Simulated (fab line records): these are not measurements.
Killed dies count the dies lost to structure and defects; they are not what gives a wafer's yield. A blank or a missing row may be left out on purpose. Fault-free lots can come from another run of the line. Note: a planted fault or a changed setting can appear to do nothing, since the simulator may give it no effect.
Chamber matching	flow gf180mcu	cmp-02 running GF_V4_CMP_26: 4 sister chambers
The step polishes, stops on SiO2, t overpolish 15 s, target thk 0 nm. 4 wafers are shown with their chamber, then 11 later ones without.

== WAFERS, EACH WITH ITS CHAMBER ==
wafer	chamber	motorCurrentA (A)
L087.2	1	11.6
L087.5	0	9.9
L091.5	2	9.7
L090.3	3	11.0

== WAFERS WITH NO CHAMBER GIVEN ==
wafer	motorCurrentA (A)
L090.4	9.7
L090.5	11.6
L092.4	10.3
L092.5	11.3
L092.6	10.2
L094.1	12.0
L094.5	10.9
L094.6	10.2
L096.1	9.6
L096.3	9.1
L096.4	11.8

== EACH ONE'S CHAMBER ==
wafer	from the rows above	in truth
L090.4	can't be placed: 2 or 0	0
L090.5	can't be placed: 1 or 3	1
L092.4	can't be placed: 0 or 2 or 3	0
L092.5	can't be placed: 1 or 3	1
L092.6	can't be placed: 0 or 2 or 3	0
L094.1	can't be placed: 1 or 3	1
L094.5	can't be placed: 3 or 1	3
L094.6	can't be placed: 0 or 2 or 3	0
L096.1	can't be placed: 2 or 0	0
L096.3	can't be placed: 2 or 0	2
L096.4	can't be placed: 1 or 3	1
0 of 11 placed correctly. Not placeable from these rows: 11 (in 11, the candidates include the true chamber). Number placed wrongly: 0.
How it was worked out, from the rows above alone: a wafer's distance from a chamber is the root of the sum, over the readings, of the square of ((its reading less the chamber's mean) divided by the reading's scatter). The wafer belongs to the nearest chamber; if the next one is less than 2 further off, it can't be placed. Each chamber's mean is taken over the wafers shown for it. The scatter (one wafer shown for each chamber): square how far every hidden wafer sits from the nearest shown wafer, average those squares and take the square root.
